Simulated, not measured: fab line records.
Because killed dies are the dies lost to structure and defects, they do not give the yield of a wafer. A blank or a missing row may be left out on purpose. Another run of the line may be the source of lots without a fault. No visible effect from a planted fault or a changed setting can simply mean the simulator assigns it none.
Comparing a struck lot with a sound one || flow sky130 || 43 out of 708 route steps
Sound: the wafers L564.1, L564.2, L564.4. Struck: wafer L571.2 (left out: L571.3, L571.5 of the same lot, which were not struck); the cause appears at the end.
Order at every step that has rows: each side's tool, ch and its chambers, its first start. Under that, the readings that differ: sound wafers || struck wafers || difference of the means || sigmas: that difference in standard deviations of wafers without a fault.
alike: same words and numbers on both sides, and readings whose means sit less than 2 such deviations apart. not compared: any withheld reading, any reading some wafer has no value for, any bound like >300 that may hide the same value, and any number with overlapping values for which the record gives no deviation.
Wherever a step has rows on one side only, a row that says differs or no value, or a row with sigmas, the two part there. When numbers do not overlap yet have no deviation, they are printed without sigmas and do not part them. A reading that every wafer of one side lacks parts them only if that side has two wafers or more.

first, 4 steps without rows for these wafers: SKY_LDD_HVN_SOFTBAKE_03 (time 60 s); SKY_LDD_HVN_EXPOSE_04 (exposes mask HVNTM, target cd 700 nm); SKY_LDD_HVN_PEB_05; SKY_LDD_HVN_DEVELOP_06 (develop time 60 s).
SKY_LDD_HVN_OVL_MEAS_07:
  sound: overlay-02 at day 21 17:55; struck: overlay-02 at day 24 01:40
  alike: LDD_HVN_OVL
after that, 1 step had no rows for these wafers: SKY_LDD_HVN_IMPLANT_08.
SKY_LDD_HVN_STRIP_09: strips in O2/N2.
  sound on plasma-asher-01 ch 0,1, day 21 18:06; struck on plasma-asher-04 ch 0, day 24 01:51
  alike: drypump-motor-current-A, o2-flow-sccm, oes-product-au, strip-time-to-endpoint-s
  not compared: rf-hours-counter-h
SKY_LDD_HVN_TW_MEAS_10:
  sound: film-metro-02 at day 21 18:12; struck: film-metro-03 at day 24 01:58
  alike: LDD_HVN_TW
then, 4 steps without rows for these wafers: SKY_LDD_HVP_DEHYDRATE_00 (time 60 s); SKY_LDD_HVP_HMDS_01 (prime time 60 s); SKY_LDD_HVP_COAT_02 (resist thk 300 nm); SKY_LDD_HVP_SOFTBAKE_03 (time 60 s).
SKY_LDD_HVP_EXPOSE_04: exposes mask HVPTM, target cd 700 nm.
  sound on iline-stepper-01 ch 0, day 22 09:26; struck on iline-stepper-02 ch 0, day 24 16:17
  alike: mask, exposure-dose-mJ-cm2
then, 2 steps without rows for these wafers: SKY_LDD_HVP_PEB_05; SKY_LDD_HVP_DEVELOP_06 (develop time 60 s).
SKY_LDD_HVP_OVL_MEAS_07:
  sound: overlay-02 at day 22 23:52; struck: overlay-02 at day 25 07:37
  alike: LDD_HVP_OVL
after that, 1 step had no rows for these wafers: SKY_LDD_HVP_IMPLANT_08.
SKY_LDD_HVP_STRIP_09: strips in O2/N2.
  sound on plasma-asher-03 ch 0,1, day 23 00:03; struck on plasma-asher-01 ch 0, day 25 07:48
  alike: drypump-motor-current-A, o2-flow-sccm, oes-product-au, strip-time-to-endpoint-s
  not compared: rf-hours-counter-h
SKY_LDD_HVP_TW_MEAS_10:
  sound: film-metro-04 at day 23 00:09; struck: film-metro-01 at day 25 07:55
  alike: LDD_HVP_TW
then, 7 steps without rows for these wafers: SKY_LDD_LDN_DEHYDRATE_00 (time 60 s); SKY_LDD_LDN_HMDS_01 (prime time 60 s); SKY_LDD_LDN_COAT_02 (resist thk 1140 nm); SKY_LDD_LDN_SOFTBAKE_03 (time 60 s); SKY_LDD_LDN_EXPOSE_04 (exposes mask LDNTM, target cd 700 nm); SKY_LDD_LDN_PEB_05; SKY_LDD_LDN_DEVELOP_06 (develop time 60 s).
SKY_LDD_LDN_OVL_MEAS_07:
  sound: overlay-01 at day 24 05:46; struck: overlay-01 at day 26 13:19
  alike: LDD_LDN_OVL
then, 4 steps without rows for these wafers: SKY_LDD_LDN_IMPLANT_08; SKY_LDD_LDN_IMPLANT_09; SKY_LDD_LDN_IMPLANT_10; SKY_LDD_LDN_IMPLANT_11.
SKY_LDD_LDN_STRIP_12: strips in O2/N2.
  sound on plasma-asher-04 ch 0,1, day 24 06:24; struck on plasma-asher-04 ch 0, day 26 13:56
{"reading": "strip-time-to-endpoint-s (s)", "sound": "14.20 14.21 14.22", "struck": 14.13, "difference": -0.08, "sigmas": -2}
  alike: drypump-motor-current-A, o2-flow-sccm, oes-product-au
  not compared: rf-hours-counter-h
SKY_LDD_LDN_TW_MEAS_13:
  sound: film-metro-04 at day 24 06:30; struck: film-metro-02 at day 26 14:03
  alike: LDD_LDN_TW
then, 2 steps without rows for these wafers: SKY_LDD_LDN_CLEAN_14 (cleans in SC1/SC2, time 150 s); SKY_SPACER_CVD_00 (deposits Si3N4 from DCS/NH3, target thk 43.1 nm, time 740 s).
SKY_SPACER_THK_MEAS_01:
  sound: film-metro-04 at day 24 08:29; struck: film-metro-03 at day 26 16:12
  alike: SPACER_CVD_00_THK
SKY_SPACER_ETCHBACK_02: etches Si3N4 in CH3F/O2, stops on SiO2, time 46.7 s, target depth 45 nm.
  sound on rie-diel-01 ch 0,1,3, day 24 08:32; struck on rie-diel-04 ch 1, day 26 16:15
{"reading": "rf-hours-counter-h (h)", "sound": "0 2 3", "struck": 5, "difference": "+3", "sigmas": ""}
  alike: bias-w, drypump-motor-current-A, oes-product-au, throttle-valve-pct
then, 5 steps without rows for these wafers: SKY_POLY_CUT_DEHYDRATE_00 (time 60 s); SKY_POLY_CUT_HMDS_01 (prime time 60 s); SKY_POLY_CUT_COAT_02 (resist thk 60 nm); SKY_POLY_CUT_COAT_03 (resist thk 450 nm); SKY_POLY_CUT_SOFTBAKE_04 (time 90 s).
-- record jumps: 22 days separate the struck wafers' starts on either side; left off in module POLY_CUT, taken up again in module PAD_OPEN, whose first shown step is the route's number 708 --
SKY_PAD_OPEN_PROBE_99:
  rows exist in the record for the struck wafers here (prober-02, day 48 04:37), but not for the sound ones

## WHERE THEY PART
Earliest at SKY_LDD_LDN_STRIP_12; latest, in this record, at SKY_PAD_OPEN_PROBE_99.

WHY: whatever the simulator had introduced
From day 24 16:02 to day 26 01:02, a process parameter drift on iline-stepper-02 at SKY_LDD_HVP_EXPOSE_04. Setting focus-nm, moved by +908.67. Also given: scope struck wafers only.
